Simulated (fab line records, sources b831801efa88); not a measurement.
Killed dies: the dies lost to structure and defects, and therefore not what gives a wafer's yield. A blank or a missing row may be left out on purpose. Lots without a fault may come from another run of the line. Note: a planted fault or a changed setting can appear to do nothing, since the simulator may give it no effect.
Code-filled problem report in 8D (eight disciplines) form    flow gf180mcu    the parts of the form that need people (team, actions taken, sign-off) are left out

1. THE PROBLEM
HV_LDD_CVD_56_THK at GF_HV_LDD_THK_MEAS_57 reads a mean of 97.6 nm on 6 wafers of 2 lots; wafers without a fault read 90.3 nm with a standard deviation of 0.81. Measured from the usual mean, that is +9.0 standard deviations.
Earliest sighting: wafer L468.3 on film metro-01 at day 14 13:28. The record has a number at this step for 36 wafers belonging to 12 lots. Rule for "out", or "out of limits": more than 4 standard deviations from the usual mean. All remaining wafers that have a number are taken as sound.

2. WHAT IT IS, AND WHAT IT ISN'T
question                     is                            is not
which readings at this step  HV_LDD_CVD_56_THK             -
which lots                   L467, L468                    L463, L464, L466, L470, L478, L479, L480, L481, L482, L483
which wafers of those lots   all that have a number        -
read on which gauges         film metro-01, film metro-04  film metro-02
when                         from day 14 13:28             up to then (9 sound wafers); but 21 sound wafers of L470, L478, L479, L480, L481, L482, L483 came after

3. SUSPECTS, AND WHAT RULES EACH OUT
Counting: a tool at any process step up to the reading remains a suspect when it ran all the lots that are out and ran no sound lot after the first of those.
- the gauge at GF_HV_LDD_THK_MEAS_57 is ruled out. 2 gauges (film metro-01, film metro-04) read the wafers that are out.
- lpcvd-02 at GF_HV_LDD_CVD_56 (deposits Si3N4 from DCS/NH3, target thk 90 nm, time 1543 s): ruled out as a lasting fault. Sound lots L478, L479, L480, L483 ran on it after its first lot that is out, L468 (day 14 12:01).
Left after counting: nothing in the record.

4. THE CAUSE (what the simulator had put in)
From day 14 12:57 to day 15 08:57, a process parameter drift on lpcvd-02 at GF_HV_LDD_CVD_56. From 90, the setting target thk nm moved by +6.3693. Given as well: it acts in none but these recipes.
It was ruled out by counting, in error; the rule expects a fault to strike all lots run on its tool from its start on, and this fault did not.

5. THE CHAIN OF EFFECTS, in route order
Rows list readings where the struck wafers' mean (over those with a number) sits beyond 3 standard deviations from the usual. Readings are gone through only where the record gives a usual standard deviation; hours: the median, over the lots, of the time from a lot's start at the first step in this table giving one to that lot's start at this step; sigmas: the change measured in usual standard deviations.
hours  step                   reading            usual       on struck wafers  change  sigmas
0      GF_HV_LDD_THK_MEAS_57  HV_LDD_CVD_56_THK  90.3 nm     97.6              +7.3    +9.0
0      GF_HV_LDD_ETCHBACK_58  oes product au     0.844 a.u.  0.881             +0.037  +5.7
Process steps it contains:
- GF_HV_LDD_ETCHBACK_58: etches Si3N4 in CH3F/O2, stops on SiO2, time 100 s, target depth 90 nm.

6. WHAT WOULD HAVE CAUGHT IT SOONER
In this record the first reading out of limits at a measuring or inspecting step was taken at day 14 13:28, 1 hour after the fault began at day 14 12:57.
Of the tool readings at GF_HV_LDD_CVD_56 for which the record gives a usual standard deviation, none was out on any struck wafer, so an alarm limit of 4 standard deviations on them would not have fired.
